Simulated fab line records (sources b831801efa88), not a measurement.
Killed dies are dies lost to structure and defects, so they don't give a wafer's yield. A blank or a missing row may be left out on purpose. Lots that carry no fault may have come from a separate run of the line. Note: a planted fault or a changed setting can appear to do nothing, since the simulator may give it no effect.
Struck lot and sound lot, side by side || flow gf180mcu || 44 steps out of a route of 602
Sound: these wafers, L350.1, L350.3, L350.5. Wafers struck: L360.2, L360.4, L360.6. The cause comes at the end.
Per side, at each step with rows, come the tool, then ch with its chambers, and then its first start. Under that, the readings that differ: sound wafers || struck wafers || difference of the means || sigmas: that difference in standard deviations of wafers without a fault.
alike: readings with means less than 2 such deviations apart, plus words and numbers identical on both sides. not compared: withheld readings, readings lacking a value on some wafer, bounds such as >300 that could conceal the same value, and numbers that have no deviation in the record and whose values overlap.
Wherever a step has rows on one side only, a row that says differs or no value, or a row with sigmas, the two part there. Non-overlapping numbers with no deviation appear without sigmas and do not part them. Lack of a reading on every wafer of one side parts them only where that side has two or more wafers.

first, 4 steps without rows for these wafers: GF_V3_STRIP_19 (strips in post etch residue remover, time 1200 s); GF_V3_CLEAN_20 (cleans in DIW); GF_V3_SPUTTER_21 (material Ti, target thk 15 nm, time 80.02 s); GF_V3_SPUTTER_22 (material TiN, target thk 10 nm, time 40 s).
GF_V3_CVD_23: deposits W, target thk 350 nm, time 104.9 s.
  sound on cvd_w-01 ch 0,1, day 23 14:03; struck on cvd_w-01 ch 0, day 27 04:22
  alike: heater_power_w, susceptor_temp_C
GF_V3_RS_MEAS_24: a four-point-probe measurement.
  sound on film_metro-04 at day 23 14:10; struck on film_metro-02 at day 27 04:30
  alike: V3_W_RS
GF_V3_THK_MEAS_25: measures by xrf.
  sound on film_metro-04 at day 23 14:17; struck on film_metro-02 at day 27 04:37
  alike: V3_W_THK
then, 3 steps without rows for these wafers: GF_V3_CMP_26 (polishes, stops on SiO2, t overpolish 15 s, target thk 0 nm); GF_M4_SPUTTER_00 (material Ti, target thk 37.5 nm, time 150 s); GF_M4_SPUTTER_01 (material TiN, target thk 30 nm, time 25 s).
GF_M4_SPUTTER_02: material AlCu, target thk 450 nm, time 23.9 s.
  sound on pvd_sputter-03 at day 23 14:46; struck on pvd_sputter-03 at day 27 05:05
  alike: cathode_dc_power_W, throttle_valve_pct
GF_M4_SPUTTER_03: material Ti, target thk 10 nm, time 6.7 s.
  sound on pvd_sputter-03 at day 23 14:48; struck on pvd_sputter-03 at day 27 05:07
  alike: cathode_dc_power_W, throttle_valve_pct
GF_M4_SPUTTER_04: material TiN, target thk 50 nm, time 41.7 s.
  sound on pvd_sputter-03 at day 23 14:49; struck on pvd_sputter-03 at day 27 05:08
{"reading": "cathode_dc_power_W (W)", "sound": "6500.3 6499.7 6499.5", "struck": "6187.6 6186.2 6187.7", "difference": -312.7, "sigmas": "-99 or more"}
{"reading": "model.TiN_of_M4_SPUTTER_04.thk_nm (nm)", "sound": "50.16 49.12 49.65", "struck": "47.36 46.81 47.05", "difference": -2.57, "sigmas": ""}
  alike: throttle_valve_pct
GF_M4_RS_MEAS_05: a four-point-probe measurement.
  sound on film_metro-01 at day 23 14:52; struck on film_metro-03 at day 27 05:12
  alike: M4_ALCU_RS
GF_M4_THK_MEAS_06: measures by xrf.
  sound on film_metro-01 at day 23 14:59; struck on film_metro-03 at day 27 05:19
  alike: M4_ALCU_THK
then, 7 steps without rows for these wafers: GF_M4_DEHYDRATE_07 (time 60 s); GF_M4_HMDS_08 (prime time 60 s); GF_M4_COAT_09 (resist thk 1000 nm); GF_M4_SOFTBAKE_10 (time 60 s); GF_M4_EXPOSE_11 (exposes mask Metal4, target cd 280 nm); GF_M4_PEB_12 (peb time 90 s); GF_M4_DEVELOP_13 (develop time 60 s).
GF_M4_CD_MEAS_14 targets a cd of 280 nm.
  sound on cd_sem-01 at day 24 13:14; struck on cd_sem-01 at day 28 00:07
  alike: cd_nm
GF_M4_OVL_MEAS_15:
  sound on overlay-01 at day 24 13:22; struck on overlay-01 at day 28 00:13
  alike: M4_OVL
GF_M4_METAL_ETCH_16: etches the open film in Cl2/BCl3, stops on SiO2, target depth 750.8 nm, time 125.1 s.
  sound on rie_metal-03 ch 1, day 24 13:24; struck on rie_metal-01 ch 0, day 28 00:15
  alike: bias_w, drypump_motor_current_A, oes_product_au, throttle_valve_pct
  not compared: rf_hours_counter_h
GF_M4_STRIP_17: strips in O2/N2.
  sound on plasma_asher-03 ch 0,1, day 24 13:40; struck on plasma_asher-01 ch 0,1, day 28 00:23
  alike: drypump_motor_current_A, heater_power_w, oes_product_au, strip_time_to_endpoint_s
  not compared: rf_hours_counter_h
then, 3 steps without rows for these wafers: GF_M4_STRIP_18 (strips in post etch residue remover, time 1200 s); GF_M4_CLEAN_19 (cleans in DIW); GF_V4_CVD_00 (deposits SiO2, target thk 600 nm, time 100 s).
GF_V4_THK_MEAS_01:
  sound on film_metro-01 at day 24 14:16; struck on film_metro-04 at day 28 01:02
  alike: V4_CVD_00_THK
then, 1 step without rows for these wafers: GF_V4_CVD_02 (deposits SiO2 from TEOS, target thk 850 nm, time 94.851 s).
GF_V4_THK_MEAS_03:
  sound on film_metro-03 at day 24 14:23; struck on film_metro-03 at day 28 01:10
  alike: V4_CVD_02_THK
then, 1 step without rows for these wafers: GF_V4_CMP_04 (polishes SiO2).
GF_V4_BOW_MEAS_05:
  sound on film_metro-01 at day 24 14:45; struck on film_metro-04 at day 28 01:32
  alike: V4_BOW
then, 8 steps without rows for these wafers: GF_V4_DEHYDRATE_06 (time 60 s); GF_V4_HMDS_07 (prime time 60 s); GF_V4_COAT_08; GF_V4_COAT_09 (resist thk 1000 nm); GF_V4_SOFTBAKE_10 (time 60 s); GF_V4_EXPOSE_11 (exposes mask Via4, target cd 260 nm); GF_V4_PEB_12 (peb time 90 s); GF_V4_DEVELOP_13 (develop time 60 s).
GF_V4_STRIP_19: strips in post etch residue remover, time 1200 s.
  sound on wet_bench-02 ch 0, day 25 12:22; struck on wet_bench-01 ch 3, day 28 20:54
{"reading": "model.TiN_of_M4_SPUTTER_04.thk_nm (nm)", "sound": "49.33 48.29 48.81", "struck": "46.51 45.97 46.21", "difference": -2.58, "sigmas": ""}
-- the record jumps here: 4 days lie between the struck wafers' starts before and after (it left off in module V4 and takes up again in module PASSIVATION, whose first step shown is number 602 of the route) --
GF_PASSIVATION_PROBE_99:
  only the struck wafers here have rows in the record (prober-02, day 32 20:24); the sound ones have none

WHERE THEY PART
Earliest at GF_M4_SPUTTER_04; latest, in this record, at GF_PASSIVATION_PROBE_99.

WHY: what had been put in by the simulator
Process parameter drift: pvd_sputter-03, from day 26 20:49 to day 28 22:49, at GF_M4_SPUTTER_04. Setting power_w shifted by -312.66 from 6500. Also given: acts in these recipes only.
